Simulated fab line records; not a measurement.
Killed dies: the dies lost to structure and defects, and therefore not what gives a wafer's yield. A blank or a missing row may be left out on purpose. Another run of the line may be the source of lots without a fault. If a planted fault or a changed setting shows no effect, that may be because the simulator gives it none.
fab line records	flow sky130
[record] lots = 12	wafers = 36	last-day = 51
route steps=708 shown VT_ADJUST_PCH@150 GATE_OXIDE@194 CONTACT@407 PAD_OPEN@708
lots that met no fault: taken from a fault-free run of the same line
start-h: the number of hours between the record's first day and the start of the first shown wafer of the lot	wait-h: how many hours have passed since the lot's step before this one	" identical to the entry in the row above	L1.1+2: one row covering several wafers at once	- value missing, or start not given	* or withheld: withheld	< > ~ a bound
route shown NAME@n: names a module that has steps shown in the file, with the first one's number in the route	usual: average and standard deviation across the fault-free wafers	same: alike in all rows	chamber/n: place in a boat	sites: per-site readings	_std_site: how widely they spread, as a standard deviation	_edge_site: inner sites' mean taken away from outer sites' mean	radius-mm: how far each site lies from the wafer's centre	mask NAME#n: copy n	behind: the most recent tool/chamber to have shaped the wafer	hold: why the lot went on hold/how many hours it stayed there/how the hold came to an end	device: the n, p or np transistor that did not switch	end of line: at the end of the route, the tests of the same wafers	where a step has no rows: the recipe by itself	killed: dies that structure and defects cost at the first sort, which is not the same as the wafer's yield	map: a wafer's dies, marking killed ones x, the rest . and places with no die _
set.NAME: the setting as run; set.NAME@STEP: as run at that earlier step	model.NAME: the simulator's own value behind a step, which no gauge read
steps of the route over a sample of lots; a table a step, a row a wafer
services: from which hour (start-h, from the record's first day; less than 0 if before it) a tool's chamber was out of use, for how many hours, and why
[[steps]]
[step SKY_VT_ADJUST_PCH_OVL_MEAS_07]
[usual] VT_ADJUST_PCH_OVL = 0.8/1.5
lot.wafer	tool	chamber	start-h	wait-h	VT_ADJUST_PCH_OVL[nm]
L581.3	overlay-02	-	253.88	-	1.5
L581.5	"	-	"	"	1.7
L581.6	"	-	"	"	1.6
L583.1	overlay-02	-	268.86	-	2.2
L583.5	"	-	"	"	2.8
L583.6	"	-	"	"	4.0
L584.4	overlay-01	-	273.53	-	1.8
L584.5	"	-	"	"	1.8
L584.6	"	-	"	"	0.9
L585.2	overlay-02	-	276.66	-	1.3
L585.5	"	-	"	"	1.9
L585.6	"	-	"	"	0.3
L588.2	overlay-02	-	299.97	-	1.7
L588.4	"	-	"	"	1.8
L588.6	"	-	"	"	2.7
L589.1	overlay-01	-	309.32	-	2.0
L589.5	"	-	"	"	2.3
L589.6	"	-	"	"	2.8
L590.1	overlay-01	-	314.89	-	0.6
L590.3	"	-	"	"	0.4
L590.4	"	-	"	"	-0.4
L591.1	overlay-02	-	322.54	-	-0.5
L591.3	"	-	"	"	-1.7
L591.4	"	-	"	"	-1.6
L600.3	overlay-02	-	387.12	-	-0.2
L600.5	"	-	"	"	-0.5
L600.6	"	-	"	"	0.4
L601.1	overlay-02	-	404.42	-	-0.1
L601.4	"	-	"	"	1.0
L601.5	"	-	"	"	-0.6
L602.2	overlay-02	-	405.95	-	-0.4
L602.4	"	-	"	"	-0.5
L602.5	"	-	"	"	0.5
L603.2	overlay-02	-	418.32	-	-0.5
L603.5	"	-	"	"	1.0
L603.6	"	-	"	"	-2.2
[step SKY_GATE_OXIDE_EXPOSE_07]
[recipe] mask-id = LVOM	na = 0.6	source-shape = conventional	sigma-outer = 0.6	polarization = unpolarized	target-cd-nm = 600	dose-mj = 170
lot.wafer	tool	chamber	start-h	wait-h	mask
L581.3+5+6	iline-stepper-01	0	324.71	-	LVOM#0
L583.1+5+6	iline-stepper-02	0	343.70	-	LVOM#0
L584.4+5+6	iline-stepper-01	0	349.25	-	LVOM#0
L585.2+5+6	iline-stepper-02	0	350.61	-	LVOM#0
L588.2+4+6	iline-stepper-01	0	378.96	-	LVOM#0
L589.1+5+6	iline-stepper-02	0	386.14	-	LVOM#0
L590.1+3+4	iline-stepper-02	0	393.86	-	TUNM#0
L591.1+3+4	iline-stepper-02	0	407.97	-	LVOM#0
L600.3+5+6	iline-stepper-01	0	473.81	-	LVOM#0
L601.1+4+5	iline-stepper-02	0	490.27	-	LVOM#0
L602.2+4+5	iline-stepper-01	0	492.69	-	LVOM#0
L603.2+5+6	iline-stepper-01	0	503.56	-	LVOM#0
[step SKY_GATE_OXIDE_OVL_MEAS_10]
[usual] GATE_OXIDE_OVL = 0.6/1.1
lot.wafer	tool	chamber	start-h	wait-h	GATE_OXIDE_OVL[nm]
L581.3	overlay-02	-	337.98	0.1	2.7
L581.5	"	-	"	"	1.4
L581.6	"	-	"	"	1.1
L583.1	overlay-02	-	356.09	0.1	2.4
L583.5	"	-	"	"	1.1
L583.6	"	-	"	"	1.2
L584.4	overlay-02	-	363.28	0.1	0.0
L584.5	"	-	"	"	-0.4
L584.6	"	-	"	"	-1.7
L585.2	overlay-02	-	364.17	0.1	1.8
L585.5	"	-	"	"	-0.4
L585.6	"	-	"	"	1.6
L588.2	overlay-02	-	393.27	0.1	-0.4
L588.4	"	-	"	"	0.2
L588.6	"	-	"	"	-0.2
L589.1	overlay-02	-	399.82	0.1	0.9
L589.5	"	-	"	"	0.7
L589.6	"	-	"	"	-0.5
L590.1	overlay-01	-	409.24	0.1	-
L590.3	"	-	"	"	-
L590.4	"	-	"	"	-
L591.1	overlay-02	-	423.30	0.2	0.8
L591.3	"	-	"	"	0.7
L591.4	"	-	"	"	0.4
L600.3	overlay-01	-	489.08	0.1	2.6
L600.5	"	-	"	"	1.5
L600.6	"	-	"	"	1.9
L601.1	overlay-01	-	506.49	0.1	-1.0
L601.4	"	-	"	"	-1.3
L601.5	"	-	"	"	-0.4
L602.2	overlay-02	-	507.95	0.1	2.2
L602.4	"	-	"	"	0.7
L602.5	"	-	"	"	1.6
L603.2	overlay-02	-	519.05	0.1	0.4
L603.5	"	-	"	"	-0.6
L603.6	"	-	"	"	0.6
[step SKY_GATE_OXIDE_TW_MEAS_14]
[usual] GATE_OXIDE_TW = 223.6/2.6
lot.wafer	tool	chamber	start-h	wait-h	GATE_OXIDE_TW
L581.3	film-metro-03	-	338.37	0.1	223.4
L581.5	"	-	"	"	222.8
L581.6	"	-	"	"	223.0
L583.1	film-metro-01	-	356.48	0.1	221.8
L583.5	"	-	"	"	221.9
L583.6	"	-	"	"	221.9
L584.4	film-metro-01	-	363.68	0.1	222.1
L584.5	"	-	"	"	220.8
L584.6	"	-	"	"	221.9
L585.2	film-metro-02	-	364.56	0.1	228.2
L585.5	"	-	"	"	228.8
L585.6	"	-	"	"	228.2
L588.2	film-metro-01	-	393.66	0.1	220.9
L588.4	"	-	"	"	221.1
L588.6	"	-	"	"	221.0
L589.1	film-metro-03	-	400.21	0.1	223.5
L589.5	"	-	"	"	222.4
L589.6	"	-	"	"	221.9
L590.1	film-metro-03	-	409.63	0.1	29.7
L590.3	"	-	"	"	29.8
L590.4	"	-	"	"	29.7
L591.1	film-metro-03	-	423.83	0.1	222.9
L591.3	"	-	"	"	223.1
L591.4	"	-	"	"	223.0
L600.3	film-metro-01	-	489.47	0.1	223.0
L600.5	"	-	"	"	222.5
L600.6	"	-	"	"	224.1
L601.1	film-metro-02	-	506.88	0.1	229.0
L601.4	"	-	"	"	227.6
L601.5	"	-	"	"	228.9
L602.2	film-metro-01	-	508.34	0.1	221.1
L602.4	"	-	"	"	222.1
L602.5	"	-	"	"	221.9
L603.2	film-metro-03	-	519.60	0.1	221.7
L603.5	"	-	"	"	220.1
L603.6	"	-	"	"	220.9
[step SKY_CONTACT_THK_MEAS_01]
[recipe] reads = Si3N4_of_CONTACT_CVD_00
[usual] CONTACT_CVD_00_THK = 74.8/0.84
lot.wafer	tool	chamber	start-h	wait-h	CONTACT_CVD_00_THK[nm]
L581.3	film-metro-03	-	740.77	-	75.5
L581.5	"	-	"	"	75.6
L581.6	"	-	"	"	75.5
L583.1	film-metro-02	-	764.60	-	74.8
L583.5	"	-	"	"	75.7
L583.6	"	-	"	"	75.6
L584.4	film-metro-04	-	768.09	-	76.1
L584.5	"	-	"	"	74.3
L584.6	"	-	"	"	75.5
L585.2	film-metro-03	-	771.56	-	75.3
L585.5	"	-	"	"	75.9
L585.6	"	-	"	"	75.0
L588.2	film-metro-03	-	798.10	-	74.5
L588.4	"	-	"	"	75.7
L588.6	"	-	"	"	74.6
L589.1	film-metro-04	-	803.38	-	74.7
L589.5	"	-	"	"	75.5
L589.6	"	-	"	"	75.8
L591.1	film-metro-03	-	825.70	-	74.1
L591.3	"	-	"	"	74.8
L591.4	"	-	"	"	75.2
L600.3	film-metro-04	-	881.71	-	73.1
L600.5	"	-	"	"	74.6
L600.6	"	-	"	"	74.6
L601.1	film-metro-04	-	895.95	-	74.9
L601.4	"	-	"	"	75.8
L601.5	"	-	"	"	75.0
L602.2	film-metro-04	-	897.76	-	73.0
L602.4	"	-	"	"	74.7
L602.5	"	-	"	"	75.2
L603.2	film-metro-02	-	906.46	-	75.0
L603.5	"	-	"	"	76.5
L603.6	"	-	"	"	75.6
[step SKY_CONTACT_STRIP_19]
[recipe] chemistry = O2/N2	power-w = 1400	pressure-mtorr = 1500	platen-temp-c = withheld	o2-flow-sccm = 3000	n2-flow-sccm = 300	overash-fraction = 0.5
[usual] drypump-motor-current-A = 5.67/0.23	oes-product-au = 0.381/0.0051	strip-time-to-endpoint-s = 3.613/0.029
lot.wafer	tool	chamber	start-h	wait-h	drypump-motor-current-A	oes-product-au	rf-hours-counter-h	strip-time-to-endpoint-s
L581.3	plasma-asher-01	1	769.64	-	5.75	0.378	-	3.626
L581.5	"	1	"	"	5.73	0.376	-	3.602
L581.6	"	0	"	"	5.57	0.381	-	3.593
L583.1	plasma-asher-01	0	793.09	-	5.57	0.385	4	3.636
L583.5	"	1	"	"	5.67	0.386	-	3.621
L583.6	"	0	"	"	5.58	0.378	-	3.578
L584.4	plasma-asher-01	0	797.04	-	5.56	0.377	-	3.602
L584.5	"	0	"	"	5.57	0.382	-	3.588
L584.6	"	1	"	"	5.75	0.379	-	3.606
L585.2	plasma-asher-02	0	800.20	-	5.95	0.381	99	3.636
L585.5	"	1	"	"	5.74	0.377	-	3.617
L585.6	"	0	"	"	5.95	0.374	-	3.619
L588.2	plasma-asher-02	0	827.00	-	5.97	0.376	102	3.599
L588.4	"	1	"	"	5.73	0.382	-	3.596
L588.6	"	0	"	"	5.97	0.380	-	3.642
L589.1	plasma-asher-02	1	831.25	-	5.74	0.387	103	3.607
L589.5	"	0	"	"	5.96	0.382	-	3.614
L589.6	"	1	"	"	5.75	0.375	-	3.627
L591.1	plasma-asher-03	1	853.90	-	5.21	0.377	44	3.597
L591.3	"	0	"	"	5.82	0.377	-	3.595
L591.4	"	1	"	"	5.20	0.382	-	3.596
L600.3	plasma-asher-02	0	908.89	-	5.98	0.388	-	3.626
L600.5	"	1	"	"	5.74	0.387	-	3.604
L600.6	"	0	"	"	5.99	0.373	-	3.604
L601.1	plasma-asher-03	1	923.35	-	5.23	0.386	51	3.606
L601.4	"	0	"	"	5.85	0.374	-	3.614
L601.5	"	1	"	"	5.18	0.391	-	3.624
L602.2	plasma-asher-01	1	924.21	-	5.71	0.377	17	3.635
L602.4	"	1	"	"	5.74	0.374	-	3.626
L602.5	"	1	"	"	5.71	0.373	-	3.626
L603.2	plasma-asher-01	0	932.60	-	5.56	0.380	18	3.619
L603.5	"	0	"	"	5.56	0.379	-	3.581
L603.6	"	1	"	"	5.74	0.391	-	3.596
[step SKY_PAD_OPEN_PROBE_99]
[usual] killed_at_M0_to_M3 = 43/6.8	killed_at_M4_up = 3.3/1.9	killed-at-contacts = 24/5.3	killed-at-front-end = 14/4.3	killed-at-other = 0.3/0.62	killed-dies = 85/9.8	killed-on-rim = 17/3.9	killed-open = 46/8	killed-short = 39/5.9
[same] gross-dies = 492	killed-at-back-side = 0
lot.wafer	tool	chamber	start-h	wait-h	killed_at_M0_to_M3	killed_at_M4_up	killed-at-contacts	killed-at-front-end	killed-at-other	killed-dies	killed-on-rim	killed-open	killed-short
L590.1	prober-01	-	1162.26	0.1	39	2	17	434	0	492	96	28	42
L590.3	prober-01	-	1162.36	0.2	52	6	27	406	1	492	96	64	36
L590.4	prober-01	-	1162.41	0.2	51	1	26	411	3	492	96	50	45
// killed by level:class
L590.1 GATE_OXIDE:area-expose=422 VIA1:geometric-particle:open=10 LI_CONTACT:geometric-particle:short=4 VIA2:geometric-particle:short=4 CONTACT:geometric-particle:open=4 CONTACT:geometric-particle:short=4 VIA1:geometric-particle:short=4 METAL3:geometric-particle:short=4
L590.3 GATE_OXIDE:area-expose=392 VIA1:geometric-particle:open=13 CONTACT:geometric-particle:open=12 LI_CONTACT:geometric-particle:open=8 VIA3:geometric-particle:open=7 VIA2:geometric-particle:open=6 VIA3:geometric-particle:short=6 POLY_GATE:geometric-particle:open=5
L590.4 GATE_OXIDE:area-expose=397 METAL2:geometric-particle:short=13 CONTACT:geometric-particle:open=10 VIA1:geometric-particle:open=10 METAL1:geometric-particle:short=9 LI_CONTACT:geometric-particle:open=8 LOCAL_INTERCONNECT:geometric-particle:short=5 VIA2:geometric-particle:open=5
[[services]]
tool	chamber	start-h	hours	kind
iline-stepper-02	-	303.85	1.7	pm
iline-stepper-01	-	334.18	10.3	repair
iline-stepper-02	-	334.81	7.8	repair
iline-stepper-02	-	391.87	0.6	repair
iline-stepper-01	-	395.69	1.7	pm
iline-stepper-01	-	415.21	0.9	repair
iline-stepper-02	-	451.02	2.1	pm
plasma-asher-01	-	455.59	2.0	repair
iline-stepper-02	-	522.03	1.7	pm
iline-stepper-01	-	538.11	2.1	pm
plasma-asher-01	-	553.92	1.5	repair
iline-stepper-01	-	565.76	2.1	repair
iline-stepper-02	-	596.63	12.3	repair
iline-stepper-01	-	613.95	1.7	pm
plasma-asher-01	-	624.99	2.8	pm
iline-stepper-02	-	649.19	1.8	repair
plasma-asher-01	-	678.81	9.9	repair
iline-stepper-02	-	740.21	1.7	pm
iline-stepper-02	-	762.62	1.8	repair
iline-stepper-02	-	804.76	8.8	repair
iline-stepper-01	-	832.05	1.7	pm
iline-stepper-02	-	853.02	8.9	pm
iline-stepper-01	-	896.38	2.8	repair
iline-stepper-02	-	915.20	9.8	repair
[[key]]
[first-sign] step = SKY_GATE_OXIDE_EXPOSE_07	reading = mask	direction = changed
[effect] step = SKY_GATE_OXIDE_OVL_MEAS_10	reading = GATE_OXIDE_OVL	direction = missing
[effect] step = SKY_GATE_OXIDE_TW_MEAS_14	reading = GATE_OXIDE_TW	direction = down	sigmas = 74	usual = 223.6	struck = 29.7
[effect] step = SKY_PAD_OPEN_PROBE_99	reading = killed-at-front-end	direction = up	sigmas = 93	usual = 14	struck = 417
[more-kills-born-at] SKY_GATE_OXIDE_EXPOSE_07@iline-stepper-02 = 1211
met-at SKY_GATE_OXIDE_EXPOSE_07
struck-lots L590
later-rows-left-out L590.1,L590.3,L590.4
tester-left-out L590
not-acting-at SKY_VT_ADJUST_PCH_OVL_MEAS_07,SKY_CONTACT_THK_MEAS_01,SKY_CONTACT_STRIP_19
onset-between 386.14 393.86
[fault] kind = wrong-mask	tool = any	chamber = -	onset-h = 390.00	steps = SKY_GATE_OXIDE_EXPOSE_07	aux-copy = TUNM#0	scope = struck-lots-only
// tester-left-out: of these lots the tester's yield and bins aren't shown, on N5 and GAA mostly nor the transistor test; their killed dies are dies lost to structure and defects alone, not to doping, threshold or leakage, so they don't give the yield
// later-rows-left-out: the simulator's readings of these wafers behind a module that went badly wrong aren't trusted and aren't shown, but for the sort
